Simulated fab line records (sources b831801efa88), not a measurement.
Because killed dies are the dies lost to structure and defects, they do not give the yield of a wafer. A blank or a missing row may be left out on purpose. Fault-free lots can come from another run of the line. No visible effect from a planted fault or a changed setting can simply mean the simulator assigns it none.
Problem report in the 8D (eight disciplines) form, filled by code	flow sky130	the parts of the form that need people (team, actions taken, sign-off) are left out

== 1. THE PROBLEM ==
NWELL_TW at SKY_NWELL_TW_MEAS_15 reads a mean of 1716 on 6 wafers of 2 lots; wafers without a fault read 1829 with a standard deviation of 8. That puts it -14 standard deviations away from the usual mean.
First observed at day 7 18:06: wafer L422.2, on film_metro-04. At this step, 36 wafers from 12 lots have a number in the record. Rule for "out" (also "out of limits"): further than 4 standard deviations from the usual mean. The rest of the wafers with a number are treated as sound.

== 2. WHAT IT IS, AND WHAT IT ISN'T ==
question	is	is not
which readings at this step	NWELL_TW	-
which lots	L422, L424	L409, L410, L414, L415, L426, L428, L429, L430, L431, L432
which wafers of those lots	all that have a number	-
read on which gauges	film_metro-01, film_metro-04	film_metro-02
when	from day 7 18:06	up to then (12 sound wafers); but 18 sound wafers of L426, L428, L429, L430, L431, L432 came after

== 3. SUSPECTS, AND WHAT RULES EACH OUT ==
Counting: a tool at a process step up to the reading stays a suspect if it ran every lot that is out and no sound lot after the first of them.
- the gauge at SKY_NWELL_TW_MEAS_15: ruled out. The wafers that are out were read on 2 gauges (film_metro-01, film_metro-04).
- implanter-02 at SKY_NWELL_IMPLANT_11: kept. It ran every lot that is out, first L422 (day 7 17:34), and no sound lot after that; its last sound lot up to then is L410 (day 4 18:44). Its own beam_on_s, faraday_current_uA readings are out on those wafers.
The count leaves implanter-02 at SKY_NWELL_IMPLANT_11.

== 4. THE CAUSE (what the simulator had put in) ==
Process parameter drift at SKY_NWELL_IMPLANT_11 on implanter-02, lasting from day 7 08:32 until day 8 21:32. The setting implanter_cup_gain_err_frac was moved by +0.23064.
The count eliminated every tool but this one.

== 5. THE EFFECT CHAIN, in route order ==
Each row: a reading whose mean over the struck wafers that have a number lies more than 3 standard deviations from the usual. Only readings whose record carries a usual standard deviation are examined. hours: median over the lots of the time between each lot's start at the first step of this table that gives one and its start at this step. sigmas: the change, counted in usual standard deviations.
hours	step	reading	usual	on struck wafers	change	sigmas
0	SKY_NWELL_IMPLANT_11	beam_on_s	10.03 s	8.12	-1.91	-8.7
0	SKY_NWELL_IMPLANT_11	faraday_current_uA	106.8	132.0	+25.2	+11
1	SKY_NWELL_TW_MEAS_15	NWELL_TW	1829	1716	-113	-14
22	SKY_NWELL_RS_MEAS_29	NWELL_RS	625.2 ohm/sq	699.6	+74.4	+50
Here are the process steps it includes:
- SKY_NWELL_IMPLANT_11
At these later measuring or inspecting steps, every struck wafer for which the step has a row has a number for every such reading, and none has moved that far: SKY_SD_N_OVL_MEAS_08, SKY_LOCAL_INTERCONNECT_CD_MEAS_11.

== 6. HOW IT WOULD HAVE BEEN CAUGHT EARLIER ==
In this record the first reading out of limits at a measuring or inspecting step was taken at day 7 18:06, 10 hours after the fault began at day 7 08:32.
The tool's own readings at SKY_NWELL_IMPLANT_11 were out on every struck wafer that the step has a row for (beam_on_s, faraday_current_uA): an alarm limit on them would have fired on the first of those.
Lots out: 2; of these, L424 started SKY_NWELL_IMPLANT_11 on implanter-02 after day 7 18:06. A tool hold placed at that time would have kept it from harm.
